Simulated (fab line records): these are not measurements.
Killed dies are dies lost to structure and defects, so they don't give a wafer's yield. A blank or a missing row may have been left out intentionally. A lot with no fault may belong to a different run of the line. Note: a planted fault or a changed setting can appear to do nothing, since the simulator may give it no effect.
Which of the tools did it? -- flow sky130 -- 72 wafers from 24 lots sampled at 6 of the route's 708 steps

WHAT EACH GAUGE READ, for each wafer
SKY_SD_N_RS_MEAS_16: uses a four-point probe to measure.
lot,measured,on,SD_N_RS (ohm/sq)
L074,day 28 01:29,film-metro-01,68.37 68.47 68.58
L075,day 28 12:22,film-metro-03,68.76 68.68 68.67
L076,day 29 07:21,film-metro-01,68.65 68.52 68.51
L077,day 29 12:04,film-metro-01,68.80 68.70 68.68
L078,day 29 16:08,film-metro-01,68.66 68.40 68.53
L079,day 29 23:52,film-metro-01,68.36 68.46 68.29
L080,day 30 09:10,film-metro-03,68.38 68.65 68.54
L081,day 30 12:49,film-metro-01,68.47 68.50 68.40
L083,day 31 09:52,film-metro-01,68.64 68.53 68.62
L082,day 31 10:59,film-metro-04,68.42 68.38 68.43
L084,day 31 18:54,film-metro-01,68.51 68.53 68.60
L085,day 32 03:23,film-metro-01,68.61 68.55 68.57
L086,day 32 21:50,film-metro-03,68.66 68.72 68.67
L087,day 32 23:44,film-metro-01,68.39 68.47 68.39
L088,day 33 01:27,film-metro-03,68.71 68.76 68.54
L089,day 33 03:43,film-metro-01,68.29 68.49 68.50
L090,day 33 17:16,film-metro-04,68.36 68.35 68.29
L091,day 33 18:08,film-metro-03,68.53 68.46 68.57
L092,day 33 22:26,film-metro-04,68.39 68.48 68.56
L093,day 34 13:56,film-metro-01,68.66 68.58 68.50
L094,day 34 20:53,film-metro-01,68.69 68.58 68.57
L095,day 35 08:52,film-metro-01,68.36 68.40 68.40
L096,day 35 14:24,film-metro-01,68.54 68.53 68.28
L097,day 35 18:03,film-metro-03,68.65 68.59 68.56

SKY_LOCAL_INTERCONNECT_OVL_MEAS_12.
lot,measured,on,LOCAL_INTERCONNECT_OVL (nm)
L074,day 30 13:01,overlay-01,7 7 8
L075,day 30 23:17,overlay-02,9 4 9
L076,day 31 17:08,overlay-02,4 2 2
L077,day 31 23:29,overlay-01,-1 -1 -4
L078,day 32 02:31,overlay-02,5 3 2
L079,day 32 10:06,overlay-02,-2 -4 -6
L080,day 32 19:14,overlay-02,-4 -2 0
L081,day 32 22:14,overlay-01,4 7 6
L083,day 33 19:23,overlay-01,7 12 5
L082,day 33 19:52,overlay-01,-10 -5 -5
L084,day 34 03:27,overlay-02,-2 0 1
L085,day 34 11:50,overlay-02,-9 -5 -6
L086,day 35 06:43,overlay-02,-5 -3 -3
L087,day 35 08:29,overlay-01,-1 0 -4
L088,day 35 09:40,overlay-01,-3 -10 0
L089,day 35 11:47,overlay-01,-6 1 -6
L090,day 36 01:30,overlay-02,3 11 4
L091,day 36 02:50,overlay-01,-2 -5 -1
L092,day 36 06:25,overlay-02,4 6 1
L093,day 36 20:48,overlay-01,6 7 4
L094,day 37 03:30,overlay-02,3 5 4
L095,day 37 16:20,overlay-01,14 8 6
L096,day 37 22:03,overlay-01,-2 -3 -2
L097,day 38 00:56,overlay-02,1 0 5

SKY_CONTACT_THK_MEAS_03.
lot,measured,on,CONTACT_HDPCVD_THK (nm)
L074,day 30 14:03,film-metro-01,561 561 564
L075,day 31 00:17,film-metro-02,556 561 559
L076,day 31 18:07,film-metro-02,562 567 573
L077,day 32 00:26,film-metro-01,571 572 559
L078,day 32 03:26,film-metro-04,548 554 556
L079,day 32 11:03,film-metro-02,565 567 569
L080,day 32 20:08,film-metro-04,564 571 567
L081,day 32 23:15,film-metro-04,568 561 560
L083,day 33 20:22,film-metro-02,569 561 561
L082,day 33 20:56,film-metro-01,562 566 567
L084,day 34 04:22,film-metro-02,571 578 569
L085,day 34 12:45,film-metro-04,563 566 562
L086,day 35 07:42,film-metro-01,568 567 565
L087,day 35 09:24,film-metro-02,573 571 566
L088,day 35 10:34,film-metro-04,572 575 575
L089,day 35 12:41,film-metro-01,563 563 560
L090,day 36 02:28,film-metro-04,570 567 565
L091,day 36 03:47,film-metro-02,557 555 557
L092,day 36 07:20,film-metro-02,560 564 560
L093,day 36 21:48,film-metro-04,571 567 569
L094,day 37 04:26,film-metro-02,559 555 560
L095,day 37 17:15,film-metro-02,563 570 563
L096,day 37 22:58,film-metro-01,564 560 561
L097,day 38 01:50,film-metro-01,570 557 566

SKY_CONTACT_THK_MEAS_26: measures by xrf.
lot,measured,on,CONTACT_W_THK (nm)
L074,day 31 19:30,film-metro-02,329 325 325
L075,day 32 06:18,film-metro-02,324 321 322
L076,day 32 22:50,film-metro-02,322 323 326
L077,day 33 05:14,film-metro-01,323 321 329
L078,day 33 07:59,film-metro-04,337 331 332
L079,day 33 15:02,film-metro-01,333 336 336
L080,day 34 00:46,film-metro-04,339 344 337
L081,day 34 03:46,film-metro-04,341 343 338
L083,day 35 00:36,film-metro-01,337 334 335
L082,day 35 01:31,film-metro-04,331 331 329
L084,day 35 09:05,film-metro-02,326 329 329
L085,day 35 16:29,film-metro-02,335 332 332
L086,day 36 11:40,film-metro-04,334 339 339
L087,day 36 13:07,film-metro-04,338 339 336
L088,day 36 14:37,film-metro-02,320 319 320
L089,day 36 17:11,film-metro-04,342 335 336
L090,day 37 06:20,film-metro-01,322 319 329
L091,day 37 07:49,film-metro-02,330 330 330
L092,day 37 11:04,film-metro-04,329 334 338
L093,day 38 01:21,film-metro-04,331 329 330
L094,day 38 08:34,film-metro-02,318 322 322
L095,day 38 21:06,film-metro-01,329 329 333
L096,day 39 02:34,film-metro-01,334 334 335
L097,day 39 04:47,film-metro-01,334 333 332

SKY_VIA1_THK_MEAS_01.
lot,measured,on,VIA1_HDPCVD_THK (nm)
L074,day 33 00:07,film-metro-04,1036 1045 1049
L075,day 33 11:12,film-metro-01,1035 1032 1021
L076,day 34 03:48,film-metro-03,1039 1037 1038
L077,day 34 09:47,film-metro-03,1018 1003 1016
L078,day 34 12:25,film-metro-01,1031 1017 1033
L079,day 34 19:05,film-metro-01,1025 1025 1020
L080,day 35 05:43,film-metro-03,1021 1027 1027
L081,day 35 08:28,film-metro-01,1033 1023 1029
L083,day 36 05:19,film-metro-01,1034 1041 1047
L082,day 36 05:50,film-metro-03,1046 1047 1056
L084,day 36 13:32,film-metro-01,1025 1031 1043
L085,day 36 20:16,film-metro-01,1047 1047 1030
L086,day 37 15:02,film-metro-01,1036 1041 1029
L087,day 37 17:08,film-metro-04,1033 1021 1009
L088,day 37 18:31,film-metro-04,1041 1035 1056
L089,day 37 21:13,film-metro-01,1020 1039 1043
L090,day 38 10:12,film-metro-03,1032 1015 1014
L091,day 38 11:49,film-metro-04,1042 1032 1019
L092,day 38 14:28,film-metro-03,1040 1030 1041
L093,day 39 04:49,film-metro-04,1029 1035 1039
L094,day 39 10:31,film-metro-03,1050 1039 1046
L095,day 39 23:16,film-metro-03,1028 1033 1032
L096,day 40 04:40,film-metro-01,1041 1034 1029
L097,day 40 07:52,film-metro-04,1028 1016 1025

WHICH TOOL RAN EACH LOT (tool, then ch and the chambers of the sampled wafers, then the start)
lot,SKY_METAL1_METAL_ETCH_19
L074,"rie-metal-01 ch 0,1, day 32 23:19"
L075,"rie-metal-01 ch 0,1, day 33 10:19"
L076,"rie-metal-01 ch 0,1, day 34 02:59"
L077,"rie-metal-01 ch 0,1, day 34 08:59"
L078,"rie-metal-03 ch 0,1, day 34 11:37"
L079,"rie-metal-04 ch 0,1, day 34 18:18"
L080,"rie-metal-04 ch 0,1, day 35 04:55"
L081,"rie-metal-03 ch 0,1, day 35 07:40"
L083,"rie-metal-03 ch 0,1, day 36 04:31"
L082,"rie-metal-01 ch 0,1, day 36 05:02"
L084,"rie-metal-03 ch 0,1, day 36 12:40"
L085,"rie-metal-03 ch 0,1, day 36 19:22"
L086,"rie-metal-03 ch 0,1, day 37 14:16"
L087,"rie-metal-04 ch 0,1, day 37 16:20"
L088,"rie-metal-01 ch 0,1, day 37 17:43"
L089,"rie-metal-03 ch 1, day 37 20:25"
L090,"rie-metal-03 ch 0,1, day 38 09:25"
L091,"rie-metal-04 ch 0,1, day 38 11:01"
L092,"rie-metal-04 ch 0,1, day 38 13:39"
L093,"rie-metal-01 ch 0,1, day 39 03:31"
L094,"rie-metal-01 ch 0,1, day 39 09:40"
L095,"rie-metal-03 ch 0, day 39 22:26"
L096,"rie-metal-01 ch 0,1, day 40 03:51"
L097,"rie-metal-03 ch 0,1, day 40 07:04"
- SKY_METAL1_METAL_ETCH_19: etches the open film in Cl2/BCl3, stops on SiO2, target depth 360 nm, time 78 s.

WHAT THE TOOLS THEMSELVES READ (means of the sampled wafers that have a number; where no wafer has one, the mark that the record gives instead)
SKY_METAL1_METAL_ETCH_19.
lot,tool,drypump-motor-current-A (A),he-backside-leak-sccm (sccm),oes-product-au (a.u.),throttle-valve-pct (%)
L074,rie-metal-01,5.7,3.22,0.862,22.265
L075,rie-metal-01,6.0,3.19,0.854,22.267
L076,rie-metal-01,6.1,3.25,0.853,22.255
L077,rie-metal-01,5.7,3.16,0.849,22.267
L078,rie-metal-03,6.2,3.23,0.853,22.260
L079,rie-metal-04,6.0,3.16,0.856,22.260
L080,rie-metal-04,6.2,3.10,0.855,22.265
L081,rie-metal-03,5.6,3.22,0.861,22.261
L083,rie-metal-03,5.6,3.21,0.860,22.269
L082,rie-metal-01,6.1,3.35,0.859,22.262
L084,rie-metal-03,6.2,3.17,0.856,22.257
L085,rie-metal-03,6.2,3.08,0.850,22.259
L086,rie-metal-03,5.7,3.04,0.853,22.268
L087,rie-metal-04,6.2,3.12,0.856,22.268
L088,rie-metal-01,5.7,3.32,0.854,22.264
L089,rie-metal-03,6.7,3.53,0.856,22.263
L090,rie-metal-03,6.2,3.10,0.854,22.265
L091,rie-metal-04,6.2,3.09,0.856,22.262
L092,rie-metal-04,6.0,3.14,0.854,22.256
L093,rie-metal-01,6.0,3.25,0.858,22.261
L094,rie-metal-01,6.1,3.26,0.852,22.261
L095,rie-metal-03,5.1,3.66,0.861,22.261
L096,rie-metal-01,6.0,3.24,0.852,22.280
L097,rie-metal-03,5.6,3.07,0.853,22.258

THE ANSWER, worked out from the rows above alone
Rule: the lots themselves supply what counts as usual. The widest of any qualifying gaps counts: lots, ordered by their means at a reading, are off when they make up no more than a third of the lots, leave a main group of 4 or more, and stand apart from it by 3 or more times the standard deviation of that group's means. A main group whose means are all the same, to the digits that the tables above print for the reading, isn't used. A lot without any number at a reading at which 4 lots or more have one is off too. All remaining lots with rows at the step are treated as sound. After the gauges, taken in route order, come the tools' own readings; for these a lot's mean is taken, as printed above. The first step at which some lot is off is used, and at that step the reading that is off furthest; a lot without a number counts as furthest.
Across all readings shown, no lot is off: no conclusion can be drawn from this.

WHAT THE SIMULATOR HAD PUT IN
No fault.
